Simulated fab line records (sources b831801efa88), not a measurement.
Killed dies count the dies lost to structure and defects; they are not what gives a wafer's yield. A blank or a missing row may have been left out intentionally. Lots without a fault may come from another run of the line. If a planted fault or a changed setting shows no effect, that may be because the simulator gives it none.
fab line records ; flow gf180mcu
[record] lots = 14; wafers = 42; last-day = 34
route steps=602 shown M1@321 V1@358
lots that met no fault: taken from a fault-free run of the same line
start-h: hours from the record's opening day to when the first of the lot's shown wafers began ; wait-h: hours since the lot's step before ; " identical to the entry in the row above ; L1.1+2: one row covering several wafers at once ; - value missing, or start not given ; * or withheld: withheld ; < > ~ a bound
route shown NAME@n: NAME is a module with steps in the file, n the number in the route of the first one ; usual: the fault-free wafers' mean and standard deviation ; same: alike in all rows ; chamber/n: place in a boat ; sites: per-site readings ; _std_site: their standard deviation ; _edge_site: outer sites' mean less inner sites' ; radius-mm: for every site, how far away it sits from the centre of the wafer ; mask NAME#n: copy n ; behind: the tool/chamber that last shaped the wafer ; hold: why the lot was held/for how many hours/how that ended ; device: whichever transistor did not switch (one of n, p or np) ; end of line: tests of these same wafers at the route's end ; where a step has no rows: the recipe by itself ; killed: dies lost to structure and defects at the first sort, not the wafer's yield ; map: a wafer's dies, marking killed ones x, the rest . and places with no die _
set.NAME: setting as actually run; set.NAME@STEP: the setting as run at that earlier step ; model.NAME: the simulator's own value behind a step, which no gauge read
the route's steps for a sample of lots (tables are steps, rows are wafers)
services: from which hour (start-h, from the record's first day; less than 0 if before it) a tool's chamber was out of use, for how many hours, and why
[[steps]]
[step GF_M1_THK_MEAS_06]
[recipe] thk-meas-gauge = xrf; reads = AlCu_of_M1_SPUTTER_02
[usual] M1_ALCU_THK = 455/4.9
lot.wafer;tool;chamber;start-h;wait-h;M1_ALCU_THK[nm]
L514.1;film-metro-04;-;361.93;0.1;449
L514.2;film-metro-04;-;361.93;0.1;444
L514.4;film-metro-04;-;361.93;0.1;444
L516.1;film-metro-04;-;381.84;0.1;460
L516.4;film-metro-04;-;381.84;0.1;465
L516.6;film-metro-04;-;381.84;0.1;464
L515.1;film-metro-03;-;381.90;0.1;455
L515.2;film-metro-03;-;381.90;0.1;466
L515.3;film-metro-03;-;381.90;0.1;462
L517.4;film-metro-04;-;385.98;0.1;450
L517.5;film-metro-04;-;385.98;0.1;451
L517.6;film-metro-04;-;385.98;0.1;451
L519.3;film-metro-03;-;408.41;0.1;457
L519.4;film-metro-03;-;408.41;0.1;454
L519.5;film-metro-03;-;408.41;0.1;453
L518.3;film-metro-03;-;409.59;0.1;454
L518.5;film-metro-03;-;409.59;0.1;452
L518.6;film-metro-03;-;409.59;0.1;452
L529.1;film-metro-03;-;496.26;0.1;455
L529.2;film-metro-03;-;496.26;0.1;454
L529.5;film-metro-03;-;496.26;0.1;457
L531.1;film-metro-03;-;514.67;0.1;460
L531.3;film-metro-03;-;514.67;0.1;457
L531.4;film-metro-03;-;514.67;0.1;462
L532.2;film-metro-03;-;519.67;0.1;452
L532.4;film-metro-03;-;519.67;0.1;456
L532.6;film-metro-03;-;519.67;0.1;451
L533.2;film-metro-03;-;529.01;0.1;452
L533.5;film-metro-03;-;529.01;0.1;458
L533.6;film-metro-03;-;529.01;0.1;464
L534.1;film-metro-04;-;545.20;0.1;452
L534.4;film-metro-04;-;545.20;0.1;452
L534.5;film-metro-04;-;545.20;0.1;453
L535.1;film-metro-04;-;546.30;0.1;455
L535.4;film-metro-04;-;546.30;0.1;463
L535.6;film-metro-04;-;546.30;0.1;458
L536.1;film-metro-03;-;556.21;0.1;459
L536.3;film-metro-03;-;556.21;0.1;457
L536.5;film-metro-03;-;556.21;0.1;463
L537.2;film-metro-04;-;560.64;0.1;459
L537.4;film-metro-04;-;560.64;0.1;461
L537.5;film-metro-04;-;560.64;0.1;462
[step GF_M1_OVL_MEAS_15]
[usual] M1_OVL = 0/5.9
lot.wafer;tool;chamber;start-h;wait-h;M1_OVL[nm]
L514.1;overlay-02;-;384.07;0.1;-6
L514.2;overlay-02;-;384.07;0.1;-5
L514.4;overlay-02;-;384.07;0.1;-8
L516.1;overlay-02;-;404.92;0.1;-9
L516.4;overlay-02;-;404.92;0.1;5
L516.6;overlay-02;-;404.92;0.1;2
L515.1;overlay-02;-;405.27;0.1;5
L515.2;overlay-02;-;405.27;0.1;-9
L515.3;overlay-02;-;405.27;0.1;3
L517.4;overlay-02;-;409.04;0.1;4
L517.5;overlay-02;-;409.04;0.1;5
L517.6;overlay-02;-;409.04;0.1;9
L519.3;overlay-02;-;432.35;0.1;-7
L519.4;overlay-02;-;432.35;0.1;-9
L519.5;overlay-02;-;432.35;0.1;-2
L518.3;overlay-01;-;433.70;0.1;2
L518.5;overlay-01;-;433.70;0.1;7
L518.6;overlay-01;-;433.70;0.1;5
L529.1;overlay-02;-;519.48;0.1;-6
L529.2;overlay-02;-;519.48;0.1;-1
L529.5;overlay-02;-;519.48;0.1;-6
L531.1;overlay-02;-;537.92;0.1;0
L531.3;overlay-02;-;537.92;0.1;0
L531.4;overlay-02;-;537.92;0.1;2
L532.2;overlay-01;-;542.74;0.1;1
L532.4;overlay-01;-;542.74;0.1;1
L532.6;overlay-01;-;542.74;0.1;3
L533.2;overlay-02;-;551.74;0.1;3
L533.5;overlay-02;-;551.74;0.1;13
L533.6;overlay-02;-;551.74;0.1;0
L534.1;overlay-02;-;567.22;0.1;3
L534.4;overlay-02;-;567.22;0.1;-7
L534.5;overlay-02;-;567.22;0.1;-1
L535.1;overlay-01;-;569.07;0.1;6
L535.4;overlay-01;-;569.07;0.1;7
L535.6;overlay-01;-;569.07;0.1;-3
L536.1;overlay-01;-;578.13;0.1;-8
L536.3;overlay-01;-;578.13;0.1;-4
L536.5;overlay-01;-;578.13;0.1;-7
L537.2;overlay-01;-;582.12;0.1;2
L537.4;overlay-01;-;582.12;0.1;-1
L537.5;overlay-01;-;582.12;0.1;-3
[step GF_V1_CVD_23]
[recipe] material = W; target-thk-nm = 350; time-s = 105.05; temp-c = 400; pressure-torr = 40
[usual] chamber-pressure-Torr = 40.00/0.096; heater-power-w = 980/110
lot.wafer;tool;chamber;start-h;wait-h;chamber-pressure-Torr;heater-power-w
L514.1;cvd-w-02;1;409.30;0.0;39.98;873
L514.2;cvd-w-02;0;409.30;0.0;39.94;882
L514.4;cvd-w-02;0;409.30;0.0;39.90;894
L516.1;cvd-w-02;0;431.18;0.0;40.01;901
L516.4;cvd-w-02;1;431.18;0.0;39.84;890
L516.6;cvd-w-02;1;431.18;0.0;39.95;880
L515.1;cvd-w-01;0;431.62;0.0;40.16;1030
L515.2;cvd-w-01;1;431.62;0.0;40.25;1168
L515.3;cvd-w-01;0;431.62;0.0;39.99;998
L517.4;cvd-w-02;0;435.52;0.1;39.99;891
L517.5;cvd-w-02;0;435.52;0.1;40.08;868
L517.6;cvd-w-02;1;435.52;0.1;39.91;852
L519.3;cvd-w-02;1;459.12;0.1;38.35;894
L519.4;cvd-w-02;0;459.12;0.1;38.46;884
L519.5;cvd-w-02;1;459.12;0.1;38.35;869
L518.3;cvd-w-02;0;460.03;0.1;38.46;878
L518.5;cvd-w-02;1;460.03;0.1;38.42;867
L518.6;cvd-w-02;0;460.03;0.1;38.48;905
L529.1;cvd-w-01;0;545.23;0.0;40.08;1055
L529.2;cvd-w-01;1;545.23;0.0;40.04;1144
L529.5;cvd-w-01;1;545.23;0.0;39.87;1174
L531.1;cvd-w-02;0;561.98;0.0;40.05;906
L531.3;cvd-w-02;1;561.98;0.0;40.01;879
L531.4;cvd-w-02;0;561.98;0.0;39.92;898
L532.2;cvd-w-01;0;566.48;0.0;39.99;1031
L532.4;cvd-w-01;1;566.48;0.0;39.96;1109
L532.6;cvd-w-01;1;566.48;0.0;40.03;1175
L533.2;cvd-w-02;1;575.83;0.0;39.87;864
L533.5;cvd-w-02;0;575.83;0.0;39.99;884
L533.6;cvd-w-02;1;575.83;0.0;39.92;890
L534.1;cvd-w-02;1;591.16;0.0;40.06;884
L534.4;cvd-w-02;0;591.16;0.0;40.17;904
L534.5;cvd-w-02;1;591.16;0.0;39.83;887
L535.1;cvd-w-02;1;593.31;0.0;39.94;887
L535.4;cvd-w-02;0;593.31;0.0;40.05;902
L535.6;cvd-w-02;0;593.31;0.0;40.04;890
L536.1;cvd-w-02;1;601.38;0.0;39.88;907
L536.3;cvd-w-02;0;601.38;0.0;39.81;883
L536.5;cvd-w-02;0;601.38;0.0;40.01;894
L537.2;cvd-w-01;1;605.48;0.0;39.99;1133
L537.4;cvd-w-01;1;605.48;0.0;39.96;1171
L537.5;cvd-w-01;0;605.48;0.0;39.97;1034
[step GF_V1_RS_MEAS_24]
[recipe] thk-meas-gauge = four-point-probe; reads = W_of_V1_CVD_23+TiN_of_V1_SPUTTER_22+Ti_of_V1_SPUTTER_21
[usual] V1_W_RS = 0.328/0.0035
lot.wafer;tool;chamber;start-h;wait-h;V1_W_RS[ohm/sq]
L514.1;film-metro-02;-;409.41;0.1;0.324
L514.2;film-metro-02;-;409.41;0.1;0.319
L514.4;film-metro-02;-;409.41;0.1;0.323
L516.1;film-metro-03;-;431.30;0.1;0.325
L516.4;film-metro-03;-;431.30;0.1;0.328
L516.6;film-metro-03;-;431.30;0.1;0.328
L515.1;film-metro-03;-;431.73;0.1;0.334
L515.2;film-metro-03;-;431.73;0.1;0.331
L515.3;film-metro-03;-;431.73;0.1;0.333
L517.4;film-metro-02;-;435.66;0.1;0.331
L517.5;film-metro-02;-;435.66;0.1;0.324
L517.6;film-metro-02;-;435.66;0.1;0.329
L519.3;film-metro-03;-;459.24;0.1;0.328
L519.4;film-metro-03;-;459.24;0.1;0.331
L519.5;film-metro-03;-;459.24;0.1;0.329
L518.3;film-metro-02;-;460.19;0.1;0.330
L518.5;film-metro-02;-;460.19;0.1;0.334
L518.6;film-metro-02;-;460.19;0.1;0.331
L529.1;film-metro-03;-;545.34;0.1;0.329
L529.2;film-metro-03;-;545.34;0.1;0.321
L529.5;film-metro-03;-;545.34;0.1;0.324
L531.1;film-metro-02;-;562.09;0.1;0.328
L531.3;film-metro-02;-;562.09;0.1;0.332
L531.4;film-metro-02;-;562.09;0.1;0.328
L532.2;film-metro-02;-;566.61;0.1;0.332
L532.4;film-metro-02;-;566.61;0.1;0.330
L532.6;film-metro-02;-;566.61;0.1;0.328
L533.2;film-metro-03;-;575.96;0.1;0.330
L533.5;film-metro-03;-;575.96;0.1;0.328
L533.6;film-metro-03;-;575.96;0.1;0.332
L534.1;film-metro-01;-;591.27;0.1;0.331
L534.4;film-metro-01;-;591.27;0.1;0.327
L534.5;film-metro-01;-;591.27;0.1;0.330
L535.1;film-metro-02;-;593.42;0.1;0.330
L535.4;film-metro-02;-;593.42;0.1;0.330
L535.6;film-metro-02;-;593.42;0.1;0.324
L536.1;film-metro-03;-;601.49;0.1;0.330
L536.3;film-metro-03;-;601.49;0.1;0.325
L536.5;film-metro-03;-;601.49;0.1;0.325
L537.2;film-metro-03;-;605.61;0.1;0.323
L537.4;film-metro-03;-;605.61;0.1;0.323
L537.5;film-metro-03;-;605.61;0.1;0.326
[[services]]
tool;chamber;start-h;hours;kind
cvd-w-02;-;390.00;14.0;pm
cvd-w-02;0;390.00;14.0;vent-cycle
cvd-w-02;1;390.00;14.0;vent-cycle
cvd-w-02;0;404.00;-;clean
cvd-w-02;1;404.00;-;clean
cvd-w-02;-;479.35;1.3;repair
cvd-w-02;0;479.41;2.6;repair
cvd-w-02;-;539.56;6.0;pm
cvd-w-02;-;581.61;0.8;repair
[[key]]
[first-sign] step = GF_V1_CVD_23; reading = chamber-pressure-Torr; direction = down; sigmas = 16; usual = 40.00; struck = 38.42
effect none on later readings
met-at GF_V1_CVD_23
struck-lots L518,L519
not-acting-at GF_M1_THK_MEAS_06,GF_M1_OVL_MEAS_15,GF_V1_RS_MEAS_24
onset-between 435.52 459.12
[fault] kind = process-parameter-drift; tool = cvd-w-02; chamber = -; onset-h = 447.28; steps = GF_V1_CVD_23; channel = pressure-torr; offset = -1.6358; shape = step; end-h = 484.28; acts-in = these-recipes-only; stated = 40
